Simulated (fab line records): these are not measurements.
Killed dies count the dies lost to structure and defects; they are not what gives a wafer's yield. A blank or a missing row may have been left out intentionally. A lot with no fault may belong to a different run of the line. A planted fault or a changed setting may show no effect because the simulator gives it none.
The tool behind it: which one? | flow sky130 | 39 wafers from 13 lots sampled at 5 of the route's 708 steps

## WHAT EACH GAUGE READ, for each wafer
SKY_FIELD_ISO_THK_MEAS_04. Usual: for FIELD_ISO_CVD_03_THK the level is 165.4 nm and the standard deviation is 1.6.
lot  | measured    | on            | FIELD_ISO_CVD_03_THK (nm) | flag
L772 | day 1 19:43 | film-metro-01 | 163.1 164.2 163.8         |
L773 | day 2 03:37 | film-metro-03 | 168.7 167.3 166.8         |
L774 | day 2 10:18 | film-metro-04 | 167.3 166.0 166.3         |
L776 | day 2 16:49 | film-metro-04 | 169.0 168.0 168.2         |
L777 | day 2 21:42 | film-metro-01 | 166.6 166.6 167.1         |
L778 | day 3 01:10 | film-metro-04 | 167.3 167.0 166.2         |
L785 | day 4 13:25 | film-metro-03 | 165.9 166.0 166.3         |
L786 | day 4 17:26 | film-metro-01 | 164.0 164.6 163.7         |
L789 | day 5 09:41 | film-metro-03 | 162.8 164.7 164.3         |
L790 | day 5 14:43 | film-metro-04 | 165.6 163.9 164.8         |
L791 | day 5 20:15 | film-metro-04 | 164.9 165.3 165.3         |
L793 | day 6 04:54 | film-metro-04 | 163.4 165.5 164.3         |
L794 | day 6 08:49 | film-metro-03 | 165.3 165.9 164.7         |

SKY_VT_ADJUST_NCORE_TW_MEAS_11. Usual: for VT_ADJUST_NCORE_TW the level is 217.5 and the standard deviation is 1.9.
lot  | measured     | on            | VT_ADJUST_NCORE_TW | flag
L772 | day 9 07:48  | film-metro-04 | 216.0 215.2 215.8  |
L773 | day 9 18:27  | film-metro-03 | 219.5 220.5 218.6  |
L774 | day 10 05:42 | film-metro-03 | 219.3 220.3 219.1  |
L776 | day 10 10:25 | film-metro-04 | 214.4 214.9 213.9  |
L777 | day 10 20:30 | film-metro-01 | 218.1 217.9 216.6  |
L778 | day 10 21:25 | film-metro-01 | 218.1 219.2 218.6  |
L785 | day 13 05:11 | film-metro-04 | 232.4 232.5 231.4  | OFF
L786 | day 13 08:15 | film-metro-04 | 231.7 229.5 231.9  | OFF
L789 | day 14 09:52 | film-metro-04 | 216.1 217.1 215.2  |
L790 | day 14 17:56 | film-metro-04 | 216.2 215.9 216.2  |
L791 | day 15 01:34 | film-metro-04 | 216.0 215.7 215.7  |
L793 | day 15 06:45 | film-metro-03 | 219.2 219.1 219.1  |
L794 | day 15 11:46 | film-metro-01 | 218.0 217.2 216.7  |

SKY_VT_ADJUST_HVTR_OVL_MEAS_08. Usual: for VT_ADJUST_HVTR_OVL the level is 0.1 nm and the standard deviation is 1.6.
lot  | measured     | on         | VT_ADJUST_HVTR_OVL (nm) | flag
L772 | day 10 06:04 | overlay-02 | 2.3 1.7 3.0             |
L773 | day 10 17:22 | overlay-02 | -0.3 -1.1 -1.4          |
L774 | day 11 04:37 | overlay-01 | 2.3 2.3 3.8             |
L776 | day 11 10:04 | overlay-02 | 0.3 0.4 0.1             |
L777 | day 11 20:44 | overlay-02 | 1.0 -0.2 -0.8           |
L778 | day 11 21:43 | overlay-01 | -2.1 -1.7 -0.8          |
L785 | day 14 06:52 | overlay-01 | 1.0 0.3 0.4             |
L786 | day 14 10:10 | overlay-02 | -1.9 -1.4 -1.7          |
L789 | day 15 12:32 | overlay-02 | -2.5 -0.5 -2.9          |
L790 | day 15 21:56 | overlay-02 | 2.1 2.2 -0.1            |
L791 | day 16 05:02 | overlay-02 | -1.8 -1.0 -1.1          |
L793 | day 16 10:34 | overlay-02 | 1.1 1.6 1.3             |
L794 | day 16 16:17 | overlay-01 | -0.5 0.0 0.3            |

SKY_VT_ADJUST_PCH_TW_MEAS_10. Usual: for VT_ADJUST_PCH_TW the level is 142.8 and the standard deviation is 1.2.
lot  | measured     | on            | VT_ADJUST_PCH_TW  | flag
L772 | day 11 05:39 | film-metro-04 | 140.5 140.0 140.4 |
L773 | day 11 17:20 | film-metro-02 | 143.5 144.3 143.7 |
L774 | day 12 05:05 | film-metro-01 | 141.2 141.9 142.0 |
L776 | day 12 11:08 | film-metro-02 | 143.6 143.5 143.4 |
L777 | day 12 22:24 | film-metro-01 | 141.7 142.2 141.9 |
L778 | day 12 23:31 | film-metro-02 | 143.9 144.1 144.1 |
L785 | day 15 09:32 | film-metro-02 | 143.0 143.7 143.7 |
L786 | day 15 13:24 | film-metro-01 | 141.7 141.7 141.7 |
L789 | day 16 17:31 | film-metro-02 | 143.1 142.7 144.3 |
L790 | day 17 02:59 | film-metro-01 | 143.3 143.3 142.7 |
L791 | day 17 09:34 | film-metro-04 | 142.4 142.4 143.2 |
L793 | day 17 16:28 | film-metro-02 | 143.7 143.8 143.9 |
L794 | day 17 21:50 | film-metro-04 | 142.2 142.6 142.1 |

## EACH LOT AND THE TOOL THAT RAN IT (in order: tool; ch and the chambers of the sampled wafers; start)
lot  | SKY_VT_ADJUST_NCORE_IMPLANT_09
L772 | implanter-03 ch 0, day 9 07:33
L773 | implanter-02 ch 0, day 9 18:12
L774 | implanter-03 ch 0, day 10 05:27
L776 | implanter-02 ch 0, day 10 10:10
L777 | implanter-04 ch 0, day 10 20:15
L778 | implanter-03 ch 0, day 10 21:11
L785 | implanter-02 ch 0, day 13 04:58
L786 | implanter-02 ch 0, day 13 07:57
L789 | implanter-04 ch 0, day 14 09:39
L790 | implanter-04 ch 0, day 14 17:44
L791 | implanter-04 ch 0, day 15 01:21
L793 | implanter-03 ch 0, day 15 06:30
L794 | implanter-03 ch 0, day 15 11:33
- SKY_VT_ADJUST_NCORE_IMPLANT_09

## WHAT THE TOOLS THEMSELVES READ (means of the sampled wafers that have a number; where no wafer has one, the mark that the record gives instead)
SKY_VT_ADJUST_NCORE_IMPLANT_09. Usual: beam-energy-keV 9.9993, standard deviation 0.003; dose-ions-cm2 2.4002e+12, standard deviation 2.8e+09.
lot  | tool         | beam-energy-keV | dose-ions-cm2 | flag
L772 | implanter-03 | 9.9976          | 2.4016e+12    |
L773 | implanter-02 | 9.9993          | 2.3976e+12    |
L774 | implanter-03 | 9.9991          | 2.4018e+12    |
L776 | implanter-02 | 10.0003         | 2.3952e+12    |
L777 | implanter-04 | 10.0027         | 2.4019e+12    |
L778 | implanter-03 | 10.0012         | 2.3946e+12    |
L785 | implanter-02 | 13.4770         | 2.4020e+12    | OFF
L786 | implanter-02 | 13.4787         | 2.4017e+12    | OFF
L789 | implanter-04 | 9.9964          | 2.4007e+12    |
L790 | implanter-04 | 9.9941          | 2.3995e+12    |
L791 | implanter-04 | 9.9955          | 2.4001e+12    |
L793 | implanter-03 | 9.9969          | 2.3991e+12    |
L794 | implanter-03 | 9.9995          | 2.4008e+12    |

## THE ANSWER, worked out from the rows above alone
Rule: lot off if the mean of its wafers having a number is beyond 3 standard deviations from the usual mean. A lot without any number at a reading at which 4 lots or more have one is off too. The other lots that the step has rows for count as sound. Order of review: gauges by route order, followed by the tools' own readings, for which a lot's mean as printed above is used. At the first step where some lot is off, the reading lying furthest off is the one used; lots without a number count as furthest.
Off: L785, L786, seen at SKY_VT_ADJUST_NCORE_TW_MEAS_11 (VT_ADJUST_NCORE_TW).
A tool fits if, at a process step before that reading, it ran every lot that is off, and no sound lot after the first of them. The gauges at SKY_VT_ADJUST_NCORE_TW_MEAS_11 aren't tried: what is off there is off at SKY_VT_ADJUST_NCORE_IMPLANT_09 too, on other tools, and a gauge's error can't cause that. One fits: SKY_VT_ADJUST_NCORE_IMPLANT_09 on implanter-02. Its last sound lot is L776 (day 10 10:10), its first lot that is off L785 (day 13 04:58): a fault that began between those two fits.
On the lots that are off, the tool's own readings at SKY_VT_ADJUST_NCORE_IMPLANT_09 differ by more than 5 times the standard deviation of the sound lots' means, which bears it out; beam-energy-keV reads 13.4779 there versus 9.9984 on the sound lots.

## WHAT THE SIMULATOR HAD PUT IN
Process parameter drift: implanter-02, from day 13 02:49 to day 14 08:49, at SKY_VT_ADJUST_NCORE_IMPLANT_09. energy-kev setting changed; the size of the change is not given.
Struck lots among those shown: L785, L786. The same result came from the rule above.
